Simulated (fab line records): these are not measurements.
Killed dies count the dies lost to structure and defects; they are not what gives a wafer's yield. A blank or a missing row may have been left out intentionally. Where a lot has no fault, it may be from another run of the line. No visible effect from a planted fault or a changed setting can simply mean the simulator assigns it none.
Struck lot and sound lot, side by side || flow sky130 || 16 steps out of a route of 708
Sound: the wafers L186.3, L186.4, L186.6. Wafers L193.2, L193.4, L193.6 were the ones struck. The cause is given at the end.
Each step with rows lists, per side, the tool, then ch with its chambers, then its first start. Under that, the readings that differ: sound wafers || struck wafers || difference of the means || sigmas: that difference in standard deviations of wafers without a fault.
alike: a reading whose means differ by less than 2 such deviations, as well as words and numbers matching on both sides. not compared: withheld readings; readings where some wafer has no value; bounds like >300 that might hide an equal value; numbers whose values overlap and for which the record gives no deviation.
A row with sigmas, a row that says differs or no value, or rows on one side alone: a step with any of these is where the two part. Numbers that have no deviation but don't overlap get no sigmas and don't part them. A reading that every wafer of one side lacks parts them only if that side has two wafers or more.

first, 2 steps without rows for these wafers: SKY_METAL4_PEB_11; SKY_METAL4_DEVELOP_12 (develop time 60 s).
SKY_METAL4_CD_MEAS_13: target cd 300 nm.
  sound on cd sem-02 at day 44 10:26; struck on cd sem-01 at day 46 08:10
  alike: cd nm
SKY_METAL4_OVL_MEAS_14:
  sound on overlay-02 at day 44 10:31; struck on overlay-01 at day 46 08:16
  alike: METAL4_OVL
SKY_METAL4_DESCUM_15: chemistry O2, time 8 s.
  sound on rie metal-02 ch 0,1, day 44 10:34; struck on rie metal-03 ch 0,1, day 46 08:18
  alike: chamber pressure mTorr, drypump motor current A, oes product au, rf fwd power W
  not compared: rf hours counter h
SKY_METAL4_ETCH_16: etches BARC in N2/H2, stops on SiO2, time 88.2 s, target depth 60 nm.
  sound on rie metal-02 ch 0,1, day 44 10:37; struck on rie metal-03 ch 0,1, day 46 08:20
  alike: chamber pressure mTorr, drypump motor current A, n2 flow sccm, oes product au, rf fwd power W, throttle valve pct
  not compared: rf hours counter h
SKY_METAL4_ETCH_17: etches SiO2 in C4F8/O2/Ar, stops on TiN, time 3.9 s, target depth 15 nm.
  sound on rie diel-02 ch 2,3, day 44 10:41; struck on rie diel-01 ch 2,3, day 46 08:26
  alike: chamber pressure mTorr, oes product au, rf fwd power W
  not compared: rf hours counter h
then, 1 step without rows for these wafers: SKY_METAL4_METAL_ETCH_18 (etches the open film in Cl2/BCl3, stops on SiO2, target depth 845 nm, time 183.1 s).
SKY_METAL4_STRIP_19: strips in O2/N2.
  sound on plasma asher-01 ch 0,1, day 44 10:55; struck on plasma asher-02 ch 0,1, day 46 08:37
  alike: chamber pressure mTorr, drypump motor current A, n2 flow sccm, oes product au, strip time to endpoint s
  not compared: rf hours counter h
then, 3 steps without rows for these wafers: SKY_METAL4_STRIP_20 (strips in post etch residue remover, time 1200 s); SKY_METAL4_CLEAN_21 (cleans in IPA, time 180 s); SKY_METAL4_CLEAN_22 (cleans in O3/DIW).
SKY_VIA4_HDPCVD_00: deposits SiO2, target thk 1750 nm, time 291.7 s.
  sound on hdpcvd-01 ch 0,2, day 44 11:30; struck on hdpcvd-01 ch 1,2, day 46 09:20
{"reading": "sih4 flow sccm (sccm)", "sound": "60.12 59.90 60.33", "struck": "89.99 90.11 89.90", "difference": "+29.88", "sigmas": "+99 or more"}
{"reading": "model.SiO2_of_VIA4_HDPCVD_00.thk nm (nm)", "sound": "1745 1762 1728", "struck": "2613 2634 2602", "difference": "+871", "sigmas": ""}
SKY_VIA4_THK_MEAS_01:
  sound on film metro-01 at day 44 11:42; struck on film metro-02 at day 46 09:31
{"reading": "VIA4_HDPCVD_THK (nm)", "sound": "1746 1762 1726", "struck": "2613 2634 2602", "difference": "+872", "sigmas": "+54"}
SKY_VIA4_CMP_02: polishes SiO2.
  sound on cmp-01 ch 2,3, day 44 11:52; struck on cmp-01 ch 0,2,3, day 46 09:37
  alike: motor current A, retaining ring pressure frac
SKY_PAD_OPEN_PROBE_99:
  the record holds rows for the sound wafers here (prober-02, day 48 03:34) but none for the struck ones

## WHERE THEY PART
First at SKY_VIA4_HDPCVD_00; last, within this record, at SKY_PAD_OPEN_PROBE_99.

WHY: what had been put in by the simulator
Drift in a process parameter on hdpcvd-01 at SKY_VIA4_HDPCVD_00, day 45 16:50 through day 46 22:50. Setting sih4 flow sccm shifted by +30 from 60. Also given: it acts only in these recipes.
